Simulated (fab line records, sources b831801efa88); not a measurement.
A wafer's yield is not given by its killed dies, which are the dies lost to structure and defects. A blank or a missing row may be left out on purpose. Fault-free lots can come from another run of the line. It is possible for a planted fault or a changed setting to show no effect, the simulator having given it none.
Chamber matching	flow sky130	cmp-01 running SKY_VIA3_CMP_24: 4 sister chambers
The step polishes, stops on SiO2, t overpolish 20 s, target thk 0 nm. 16 wafers are shown with their chamber, then 8 later ones without.

== WAFERS WITH THEIR CHAMBER ==
wafer	chamber	time-to-endpoint-s (s)	motor-current-A (A)	overpolish-run-s (s)
L841.1	3	83	10.4	19.987
L841.5	1	95	11.1	20.006
L841.6	0	101	10.0	19.983
L844.2	2	92	11.7	19.977
L844.4	1	96	11.0	20.011
L844.5	0	98	9.8	20.015
L849.3	3	85	10.7	19.992
L849.4	0	98	9.7	20.004
L849.5	1	101	11.5	20.012
L850.4	2	98	11.2	19.998
L850.5	1	93	10.8	20.005
L850.6	0	96	9.2	19.996
L851.3	0	101	9.9	20.007
L851.5	3	86	11.2	19.996
L851.6	2	98	11.8	19.999
L854.2	2	97	11.3	20.008

SIGNATURES (means of the wafers above)
reading	chamber 0	chamber 1	chamber 2	chamber 3	scatter within a chamber
time-to-endpoint-s	98.80	96.25	96.25	84.67	2.63
motor-current-A	9.720	11.100	11.500	10.767	0.321
overpolish-run-s	20.00100	20.00850	19.99550	19.99167	0.00994
Rule: for each reading, subtract the chamber's mean from the wafer's reading, divide by that reading's scatter and square the result; add these up over the readings and take the root, which gives the wafer's distance from the chamber. The wafer belongs to the nearest chamber; if the next one is less than 2 further off, it can't be placed. How the scatter is found: for the shown wafers, subtract from each reading the mean of its chamber, square and add these, divide the total by (wafers less chambers), then take the root.

== WAFERS WITH NO CHAMBER GIVEN ==
wafer	time-to-endpoint-s (s)	motor-current-A (A)	overpolish-run-s (s)
L854.5	91	10.7	20.007
L854.6	97	9.9	20.004
L855.1	98	9.4	19.990
L855.2	84	10.4	19.988
L855.5	100	11.4	20.014
L856.2	101	11.1	19.992
L856.3	101	11.8	19.995
L856.5	103	11.2	20.017

== CHAMBER TAKEN BY EACH ==
wafer	from the rows above	in truth
L854.5	can't be placed: 1 or 3 or 2 or 0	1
L854.6	0	0
L855.1	0	0
L855.2	3	3
L855.5	can't be placed: 1 or 2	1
L856.2	can't be placed: 2 or 1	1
L856.3	can't be placed: 2 or 1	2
L856.5	can't be placed: 1 or 2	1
Correct placement for 3 of the 8. Unplaceable from these rows: 5, with the true chamber sitting among the candidates in 5. 0 placed wrongly.
